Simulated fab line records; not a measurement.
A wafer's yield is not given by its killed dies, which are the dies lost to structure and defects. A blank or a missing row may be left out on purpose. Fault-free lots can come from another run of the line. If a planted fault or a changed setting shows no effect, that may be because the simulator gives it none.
A lot that was struck, set against a sound lot || flow sky130 || 22 steps out of a route of 708
Sound: wafers L703.4, L703.5, L703.6. Struck: wafer L717.3 (left out: L717.2, L717.6 of the same lot, which were not struck); the cause appears at the end.
Each step with rows lists, per side, the tool, then ch with its chambers, then its first start. Under that, the readings that differ: sound wafers || struck wafers || difference of the means || sigmas: that difference in standard deviations of wafers without a fault.
alike: same words and numbers on both sides, and readings whose means sit less than 2 such deviations apart. not compared: any withheld reading, any reading some wafer has no value for, any bound like >300 that may hide the same value, and any number with overlapping values for which the record gives no deviation.
The two part at a step that has a row with sigmas, a row that says differs or no value, or rows on one side only. Numbers that don't overlap but have no deviation are shown without sigmas and don't part them. A reading that every wafer of one side lacks parts them only if that side has two wafers or more.

SKY_METAL4_ETCH_17: etches SiO2 in C4F8/O2/Ar, stops on TiN, time 3.9 s, target depth 15 nm.
  sound on rie diel-03 ch 0,1,3, day 43 01:33; struck on rie diel-04 ch 0, day 46 17:18
  alike: oes product au
  not compared: rf hours counter h
SKY_METAL4_METAL_ETCH_18: etches the open film in Cl2/BCl3, stops on SiO2, target depth 845 nm, time 183.1 s.
  sound on rie metal-04 ch 0,1, day 43 01:38; struck on rie metal-04 ch 0, day 46 17:19
{"reading": "throttle valve pct (%)", "sound": "22.262 22.261 22.249", "struck": 22.276, "difference": "+0.019", "sigmas": "+2"}
  alike: drypump motor current A, oes product au
  not compared: rf hours counter h
SKY_METAL4_STRIP_19: strips in O2/N2.
  sound on plasma asher-04 ch 0,1, day 43 01:47; struck on plasma asher-04 ch 0, day 46 17:29
{"reading": "oes product au (a.u.)", "sound": "0.504 0.495 0.510", "struck": 0.490, "difference": -0.013, "sigmas": -2}
  alike: drypump motor current A, n2 flow sccm, o2 flow sccm, strip time to endpoint s
  not compared: rf hours counter h
then, 4 steps without rows for these wafers: SKY_METAL4_STRIP_20 (strips in post etch residue remover, time 1200 s); SKY_METAL4_CLEAN_21 (cleans in IPA, time 180 s); SKY_METAL4_CLEAN_22 (cleans in O3/DIW); SKY_VIA4_HDPCVD_00 (deposits SiO2, target thk 1750 nm, time 291.7 s).
SKY_VIA4_THK_MEAS_01:
  sound on film metro-02 at day 43 02:33; struck on film metro-04 at day 46 18:17
  alike: VIA4_HDPCVD_THK
SKY_VIA4_CMP_02: polishes SiO2.
  sound on cmp-01 ch 1,2, day 43 02:35; struck on cmp-02 ch 3, day 46 19:13
  alike: motor current A
SKY_VIA4_BOW_MEAS_03:
  sound on film metro-04 at day 43 02:56; struck on film metro-04 at day 46 19:32
  alike: VIA4_BOW
then, 2 steps without rows for these wafers: SKY_VIA4_DEHYDRATE_04 (time 60 s); SKY_VIA4_HMDS_05 (prime time 60 s).
SKY_VIA4_COAT_06: resist thk 1140 nm.
  sound on litho track-04 ch 0, day 43 13:50; struck on litho track-03 ch 0, day 47 05:50
{"reading": "model.NOVOLAK_of_VIA4_COAT_06.thk nm (nm)", "sound": "1144 1142 1143", "struck": 1032, "difference": -111, "sigmas": ""}
then, 4 steps without rows for these wafers: SKY_VIA4_SOFTBAKE_07 (time 60 s); SKY_VIA4_EXPOSE_08 (exposes mask VIM4, target cd 800 nm); SKY_VIA4_PEB_09; SKY_VIA4_DEVELOP_10 (develop time 60 s).
SKY_VIA4_OVL_MEAS_11:
  sound on overlay-01 at day 44 01:53; struck on overlay-01 at day 47 15:19
  alike: VIA4_OVL
SKY_VIA4_ETCH_12: etches SiO2 in C4F8/O2/Ar, stops on TiN, target depth 580 nm.
  sound on rie diel-01 ch 1,2, day 44 01:54; struck on rie diel-04 ch 2, day 47 15:21
{"reading": "model.NOVOLAK_of_VIA4_COAT_06.thk nm (nm)", "sound": "1013 1007 1014", "struck": 899.1, "difference": -112.2, "sigmas": ""}
{"reading": "model.VIA4.cd nm (nm)", "sound": "799.5 801.5 801.9", "struck": 810.8, "difference": "+9.8", "sigmas": ""}
  alike: oes product au
SKY_VIA4_STRIP_13: strips in O2/N2.
  sound on plasma asher-01 ch 0,1, day 44 02:00; struck on plasma asher-03 ch 1, day 47 15:25
{"reading": "oes product au (a.u.)", "sound": "0.712 0.712 0.710", "struck": 0.702, "difference": -0.009, "sigmas": -2}
{"reading": "strip time to endpoint s (s)", "sound": "12.82 12.81 12.83", "struck": 11.58, "difference": -1.24, "sigmas": -39}
  alike: drypump motor current A, n2 flow sccm, o2 flow sccm
  not compared: rf hours counter h
then, 2 steps without rows for these wafers: SKY_VIA4_STRIP_14 (strips in post etch residue remover, time 1200 s); SKY_PAD_OPEN_PROBE_99.

== WHERE THEY PART ==
First at SKY_METAL4_METAL_ETCH_18; last, within this record, at SKY_VIA4_STRIP_13.

WHY: what the simulator had put in
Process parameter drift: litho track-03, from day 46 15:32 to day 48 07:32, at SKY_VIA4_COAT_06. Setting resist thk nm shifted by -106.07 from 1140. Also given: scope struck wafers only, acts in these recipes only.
